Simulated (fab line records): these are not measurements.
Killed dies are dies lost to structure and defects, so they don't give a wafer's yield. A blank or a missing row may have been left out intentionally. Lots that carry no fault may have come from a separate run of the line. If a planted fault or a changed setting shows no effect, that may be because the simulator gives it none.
What tool caused it? / flow sky130 / 10 lots with 30 wafers sampled at 6 steps, on a route of 708 steps

== WHAT EACH GAUGE READ, for each wafer ==
SKY_VIA1_OVL_MEAS_13. Usual: VIA1_OVL gives -2 nm (standard deviation 5.4).
lot=L929; measured=day 35 20:50; on=overlay-02; VIA1_OVL (nm)=2 -7 -5; flag=
lot=L933; measured=day 35 21:12; on=overlay-01; VIA1_OVL (nm)=-6 -6 -5; flag=
lot=L934; measured=day 35 21:26; on=overlay-02; VIA1_OVL (nm)=1 4 1; flag=
lot=L937; measured=day 36 22:38; on=overlay-02; VIA1_OVL (nm)=-6 -1 -6; flag=
lot=L939; measured=day 38 01:17; on=overlay-01; VIA1_OVL (nm)=6 -5 -5; flag=
lot=L945; measured=day 39 02:29; on=overlay-01; VIA1_OVL (nm)=-3 -8 -10; flag=
lot=L943; measured=day 39 02:53; on=overlay-01; VIA1_OVL (nm)=1 6 3; flag=
lot=L947; measured=day 39 04:44; on=overlay-01; VIA1_OVL (nm)=-15 -10 1; flag=
lot=L950; measured=day 40 10:45; on=overlay-02; VIA1_OVL (nm)=1 -5 -8; flag=
lot=L951; measured=day 40 11:37; on=overlay-02; VIA1_OVL (nm)=-6 -5 -10; flag=

SKY_VIA1_RS_MEAS_22: measures by four-point-probe. Usual: VIA1_W_RS gives 0.430 ohm/sq (standard deviation 0.0047).
lot=L929; measured=day 35 21:43; on=film-metro-03; VIA1_W_RS (ohm/sq)=0.428 0.432 0.425; flag=
lot=L933; measured=day 35 22:05; on=film-metro-01; VIA1_W_RS (ohm/sq)=0.430 0.432 0.431; flag=
lot=L934; measured=day 35 22:23; on=film-metro-01; VIA1_W_RS (ohm/sq)=0.430 0.424 0.428; flag=
lot=L937; measured=day 36 23:31; on=film-metro-04; VIA1_W_RS (ohm/sq)=0.379 0.380 0.384; flag=OFF
lot=L939; measured=day 38 02:15; on=film-metro-01; VIA1_W_RS (ohm/sq)=0.370 0.378 0.373; flag=OFF
lot=L945; measured=day 39 03:23; on=film-metro-04; VIA1_W_RS (ohm/sq)=0.428 0.429 0.431; flag=
lot=L943; measured=day 39 03:49; on=film-metro-01; VIA1_W_RS (ohm/sq)=0.425 0.427 0.423; flag=
lot=L947; measured=day 39 05:37; on=film-metro-03; VIA1_W_RS (ohm/sq)=0.436 0.439 0.430; flag=
lot=L950; measured=day 40 11:41; on=film-metro-01; VIA1_W_RS (ohm/sq)=0.427 0.429 0.431; flag=
lot=L951; measured=day 40 12:32; on=film-metro-01; VIA1_W_RS (ohm/sq)=0.445 0.435 0.437; flag=

SKY_VIA1_THK_MEAS_23: measures by xrf. Usual: VIA1_W_THK gives 271 nm (standard deviation 3.2).
lot=L929; measured=day 35 21:50; on=film-metro-03; VIA1_W_THK (nm)=270 267 274; flag=
lot=L933; measured=day 35 22:12; on=film-metro-01; VIA1_W_THK (nm)=269 271 269; flag=
lot=L934; measured=day 35 22:29; on=film-metro-01; VIA1_W_THK (nm)=272 275 273; flag=
lot=L937; measured=day 36 23:38; on=film-metro-04; VIA1_W_THK (nm)=304 303 301; flag=OFF
lot=L939; measured=day 38 02:22; on=film-metro-01; VIA1_W_THK (nm)=313 309 310; flag=OFF
lot=L945; measured=day 39 03:30; on=film-metro-04; VIA1_W_THK (nm)=270 269 270; flag=
lot=L943; measured=day 39 03:56; on=film-metro-01; VIA1_W_THK (nm)=276 278 277; flag=
lot=L947; measured=day 39 05:44; on=film-metro-03; VIA1_W_THK (nm)=265 265 268; flag=
lot=L950; measured=day 40 11:47; on=film-metro-01; VIA1_W_THK (nm)=275 273 272; flag=
lot=L951; measured=day 40 12:38; on=film-metro-01; VIA1_W_THK (nm)=263 270 268; flag=

== WHICH TOOL RAN EACH LOT (tool, then ch and the chambers of the sampled wafers, then the start) ==
lot=L929; SKY_METAL1_SPUTTER_04=pvd-sputter-02, day 33 01:07; SKY_VIA1_STRIP_16=plasma-asher-04 ch 0,1, day 35 20:58; SKY_VIA1_CVD_21=cvd-w-02 ch 0,1, day 35 21:37
lot=L933; SKY_METAL1_SPUTTER_04=pvd-sputter-03, day 33 03:13; SKY_VIA1_STRIP_16=plasma-asher-01 ch 0,1, day 35 21:19; SKY_VIA1_CVD_21=cvd-w-01 ch 0,1, day 35 21:59
lot=L934; SKY_METAL1_SPUTTER_04=pvd-sputter-02, day 33 03:56; SKY_VIA1_STRIP_16=plasma-asher-03 ch 0, day 35 21:34; SKY_VIA1_CVD_21=cvd-w-02 ch 1, day 35 22:16
lot=L937; SKY_METAL1_SPUTTER_04=pvd-sputter-02, day 34 14:56; SKY_VIA1_STRIP_16=plasma-asher-03 ch 0,1, day 36 22:46; SKY_VIA1_CVD_21=cvd-w-02 ch 0,1, day 36 23:26
lot=L939; SKY_METAL1_SPUTTER_04=pvd-sputter-03, day 35 20:42; SKY_VIA1_STRIP_16=plasma-asher-03 ch 0,1, day 38 01:28; SKY_VIA1_CVD_21=cvd-w-02 ch 0,1, day 38 02:09
lot=L945; SKY_METAL1_SPUTTER_04=pvd-sputter-04, day 36 22:19; SKY_VIA1_STRIP_16=plasma-asher-04 ch 0,1, day 39 02:37; SKY_VIA1_CVD_21=cvd-w-01 ch 0,1, day 39 03:16
lot=L943; SKY_METAL1_SPUTTER_04=pvd-sputter-04, day 36 23:02; SKY_VIA1_STRIP_16=plasma-asher-03 ch 0,1, day 39 03:01; SKY_VIA1_CVD_21=cvd-w-01 ch 0, day 39 03:43
lot=L947; SKY_METAL1_SPUTTER_04=pvd-sputter-03, day 37 00:34; SKY_VIA1_STRIP_16=plasma-asher-04 ch 0,1, day 39 04:52; SKY_VIA1_CVD_21=cvd-w-01 ch 0,1, day 39 05:31
lot=L950; SKY_METAL1_SPUTTER_04=pvd-sputter-02, day 38 07:32; SKY_VIA1_STRIP_16=plasma-asher-03 ch 0,1, day 40 10:54; SKY_VIA1_CVD_21=cvd-w-01 ch 0,1, day 40 11:35
lot=L951; SKY_METAL1_SPUTTER_04=pvd-sputter-03, day 38 08:09; SKY_VIA1_STRIP_16=plasma-asher-01 ch 0,1, day 40 11:45; SKY_VIA1_CVD_21=cvd-w-01 ch 0,1, day 40 12:26
- SKY_METAL1_SPUTTER_04: material TiN, target thk 70 nm, time 58.3 s.
- SKY_VIA1_STRIP_16: strips in O2/N2.
- SKY_VIA1_CVD_21: deposits W, target thk 270 nm, time 80.902 s.

== WHAT THE TOOLS THEMSELVES READ (means of the sampled wafers that have a number; where no wafer has one, the mark that the record gives instead) ==
SKY_METAL1_SPUTTER_04. Usual: chamber-pressure-pa 0.4000 Pa, standard deviation 0.00075; throttle-valve-pct 30.2 %, standard deviation 1.1.
lot=L929; tool=pvd-sputter-02; chamber-pressure-pa (Pa)=0.3992; throttle-valve-pct (%)=30.0; flag=
lot=L933; tool=pvd-sputter-03; chamber-pressure-pa (Pa)=0.4003; throttle-valve-pct (%)=30.2; flag=
lot=L934; tool=pvd-sputter-02; chamber-pressure-pa (Pa)=0.4003; throttle-valve-pct (%)=31.4; flag=
lot=L937; tool=pvd-sputter-02; chamber-pressure-pa (Pa)=0.3995; throttle-valve-pct (%)=30.3; flag=
lot=L939; tool=pvd-sputter-03; chamber-pressure-pa (Pa)=0.4001; throttle-valve-pct (%)=30.8; flag=
lot=L945; tool=pvd-sputter-04; chamber-pressure-pa (Pa)=0.3999; throttle-valve-pct (%)=29.8; flag=
lot=L943; tool=pvd-sputter-04; chamber-pressure-pa (Pa)=0.4001; throttle-valve-pct (%)=30.4; flag=
lot=L947; tool=pvd-sputter-03; chamber-pressure-pa (Pa)=0.3994; throttle-valve-pct (%)=29.6; flag=
lot=L950; tool=pvd-sputter-02; chamber-pressure-pa (Pa)=0.3998; throttle-valve-pct (%)=30.7; flag=
lot=L951; tool=pvd-sputter-03; chamber-pressure-pa (Pa)=0.3995; throttle-valve-pct (%)=29.1; flag=

SKY_VIA1_STRIP_16. Usual: drypump-motor-current-A 5.73 A, standard deviation 0.27; oes-product-au 0.416 a.u., standard deviation 0.0048; strip-time-to-endpoint-s 4.468 s, standard deviation 0.025.
lot=L929; tool=plasma-asher-04; drypump-motor-current-A (A)=5.72; oes-product-au (a.u.)=0.416; strip-time-to-endpoint-s (s)=4.493; flag=
lot=L933; tool=plasma-asher-01; drypump-motor-current-A (A)=5.73; oes-product-au (a.u.)=0.416; strip-time-to-endpoint-s (s)=4.463; flag=
lot=L934; tool=plasma-asher-03; drypump-motor-current-A (A)=6.02; oes-product-au (a.u.)=0.417; strip-time-to-endpoint-s (s)=4.465; flag=
lot=L937; tool=plasma-asher-03; drypump-motor-current-A (A)=5.51; oes-product-au (a.u.)=0.415; strip-time-to-endpoint-s (s)=4.483; flag=
lot=L939; tool=plasma-asher-03; drypump-motor-current-A (A)=5.78; oes-product-au (a.u.)=0.415; strip-time-to-endpoint-s (s)=4.477; flag=
lot=L945; tool=plasma-asher-04; drypump-motor-current-A (A)=5.73; oes-product-au (a.u.)=0.419; strip-time-to-endpoint-s (s)=4.438; flag=
lot=L943; tool=plasma-asher-03; drypump-motor-current-A (A)=5.76; oes-product-au (a.u.)=0.412; strip-time-to-endpoint-s (s)=4.456; flag=
lot=L947; tool=plasma-asher-04; drypump-motor-current-A (A)=5.87; oes-product-au (a.u.)=0.415; strip-time-to-endpoint-s (s)=4.461; flag=
lot=L950; tool=plasma-asher-03; drypump-motor-current-A (A)=5.55; oes-product-au (a.u.)=0.417; strip-time-to-endpoint-s (s)=4.458; flag=
lot=L951; tool=plasma-asher-01; drypump-motor-current-A (A)=5.76; oes-product-au (a.u.)=0.415; strip-time-to-endpoint-s (s)=4.475; flag=

SKY_VIA1_CVD_21. Usual: chamber-pressure-Torr 39.98 Torr, standard deviation 0.087; heater-power-w 921 W, standard deviation 94; susceptor-temp-C 399.99 C, standard deviation 0.21.
lot=L929; tool=cvd-w-02; chamber-pressure-Torr (Torr)=40.00; heater-power-w (W)=993; susceptor-temp-C (C)=399.78; flag=
lot=L933; tool=cvd-w-01; chamber-pressure-Torr (Torr)=40.01; heater-power-w (W)=898; susceptor-temp-C (C)=399.90; flag=
lot=L934; tool=cvd-w-02; chamber-pressure-Torr (Torr)=39.98; heater-power-w (W)=940; susceptor-temp-C (C)=400.27; flag=
lot=L937; tool=cvd-w-02; chamber-pressure-Torr (Torr)=50.60; heater-power-w (W)=954; susceptor-temp-C (C)=400.05; flag=OFF
lot=L939; tool=cvd-w-02; chamber-pressure-Torr (Torr)=50.69; heater-power-w (W)=1016; susceptor-temp-C (C)=399.96; flag=OFF
lot=L945; tool=cvd-w-01; chamber-pressure-Torr (Torr)=40.04; heater-power-w (W)=910; susceptor-temp-C (C)=400.07; flag=
lot=L943; tool=cvd-w-01; chamber-pressure-Torr (Torr)=39.93; heater-power-w (W)=972; susceptor-temp-C (C)=400.08; flag=
lot=L947; tool=cvd-w-01; chamber-pressure-Torr (Torr)=39.91; heater-power-w (W)=839; susceptor-temp-C (C)=399.83; flag=
lot=L950; tool=cvd-w-01; chamber-pressure-Torr (Torr)=39.97; heater-power-w (W)=921; susceptor-temp-C (C)=400.02; flag=
lot=L951; tool=cvd-w-01; chamber-pressure-Torr (Torr)=40.13; heater-power-w (W)=852; susceptor-temp-C (C)=400.12; flag=

== THE ANSWER, worked out from the rows above alone ==
Rule: take the mean of a lot's wafers that have a number; if it is more than 3 standard deviations from the usual mean, the lot is off. A lot without any number at a reading at which 4 lots or more have one is off too. All remaining lots with rows at the step are treated as sound. First the gauges in route order, then the tools' own readings, where a lot's mean is used as printed above. At the first step where some lot is off, the reading lying furthest off is the one used; lots without a number count as furthest.
Off: L937, L939, seen at SKY_VIA1_RS_MEAS_22 (VIA1_W_RS).
If a tool, at a process step before that reading, ran all the lots that are off and no sound lot after the first of them, it fits. Not tried: the gauges at SKY_VIA1_RS_MEAS_22; whatever is off there is also off at SKY_VIA1_CVD_21, on other tools, and gauge error can't account for it. One fits: cvd-w-02 at SKY_VIA1_CVD_21. A fault onset in the window from L934 (day 35 22:16, its last sound lot) to L937 (day 36 23:26, its first lot off) fits.
The tool's own readings at SKY_VIA1_CVD_21 bear it out: on the lots that are off they differ by more than 5 times the standard deviation of the sound lots' means. chamber-pressure-Torr reads 50.64 Torr there against 40.00 Torr on the sound lots.

== WHAT THE SIMULATOR HAD INSERTED ==
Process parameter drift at SKY_VIA1_CVD_21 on cvd-w-02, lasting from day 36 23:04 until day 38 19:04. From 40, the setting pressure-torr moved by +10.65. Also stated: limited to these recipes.
Lots struck among those shown: L937, L939. The rule given above showed the same thing.
